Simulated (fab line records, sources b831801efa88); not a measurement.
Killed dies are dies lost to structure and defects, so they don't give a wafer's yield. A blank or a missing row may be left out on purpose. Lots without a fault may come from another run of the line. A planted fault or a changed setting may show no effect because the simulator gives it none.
Problem report in the 8D (eight disciplines) form, filled by code | flow sky130 | the parts of the form that need people (team, actions taken, sign-off) are left out

1. THE PROBLEM
run_length_s at SKY_METAL1_DEHYDRATE_07 reads a mean of 93.33 s on 3 wafers of 3 lots; wafers without a fault read 89.10 s with a standard deviation of 0.1. That is +42 standard deviations from the usual mean.
The step: time 60 s.
First seen on wafer L282.3, day 37 11:35, on litho_track-04. The record holds 34 wafers of 12 lots with a number at this step. Rule for "out", or "out of limits": more than 4 standard deviations from the usual mean. The other wafers with a number count as sound.

2. WHAT IT IS AND WHAT IT IS NOT
question                    | is                     | is not
which readings at this step | run_length_s           | exhaust_pa
which lots                  | L282, L283, L284       | L266, L267, L268, L271, L274, L275, L276, L285, L287
which wafers of those lots  | L282.3, L283.3, L284.5 | L282.1, L282.2, L283.1, L284.6
read on which tools         | litho_track-04         | litho_track-01, litho_track-03
when                        | from day 37 11:35      | up to then (23 sound wafers); but 8 sound wafers of L283, L284, L285, L287 came after

3. SUSPECTS, AND WHAT RULES EACH OUT
Counting: a tool at a process step up to the reading stays a suspect if it ran every lot that is out. Sound lots after the first of them don't rule it out here, since some wafers of a struck lot are sound.
- pvd_sputter-04 at SKY_LI_CONTACT_SPUTTER_19 (material Ti, target thk 20 nm, time 106.37 s): kept. It ran every lot that is out, first L282 (day 34 13:40); its last sound lot up to then is L274 (day 32 01:38).
- pvd_sputter-04 at SKY_LI_CONTACT_SPUTTER_20 (material TiN, target thk 20 nm, time 80 s): kept. It ran every lot that is out, first L282 (day 34 13:44); its last sound lot up to then is L274 (day 32 01:43).
- litho_track-04 at SKY_METAL1_DEHYDRATE_07 (time 60 s): kept. It ran every lot that is out, first L282 (day 37 11:35); its last sound lot up to then is L276 (day 36 12:12). Its own readings are out on those wafers: run_length_s.
Left after counting: pvd_sputter-04 at SKY_LI_CONTACT_SPUTTER_19, pvd_sputter-04 at SKY_LI_CONTACT_SPUTTER_20, litho_track-04 at SKY_METAL1_DEHYDRATE_07.

4. THE CAUSE (what the simulator had put in)
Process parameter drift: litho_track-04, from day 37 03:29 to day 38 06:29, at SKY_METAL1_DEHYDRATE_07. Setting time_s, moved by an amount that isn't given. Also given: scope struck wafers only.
Counting left 3 suspects, and this tool is among them.

5. THE CHAIN OF EFFECTS, in route order
Each row: a reading whose mean over the struck wafers that have a number lies more than 3 standard deviations from the usual. Only readings for which the record gives a usual standard deviation are gone through. hours: the time from each lot's start at the first step in this table that gives one to its start at this step, as a median over the lots. sigmas: the change in usual standard deviations.
hours | step                    | reading      | usual   | on struck wafers | change | sigmas
0     | SKY_METAL1_DEHYDRATE_07 | run_length_s | 89.10 s | 93.33            | +4.23  | +42
The process steps in it:
- SKY_METAL1_DEHYDRATE_07: time 60 s.

6. WHAT WOULD HAVE CAUGHT IT SOONER
In this record the first reading out of limits was taken at day 37 11:35, 8 hours after the fault began at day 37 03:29.
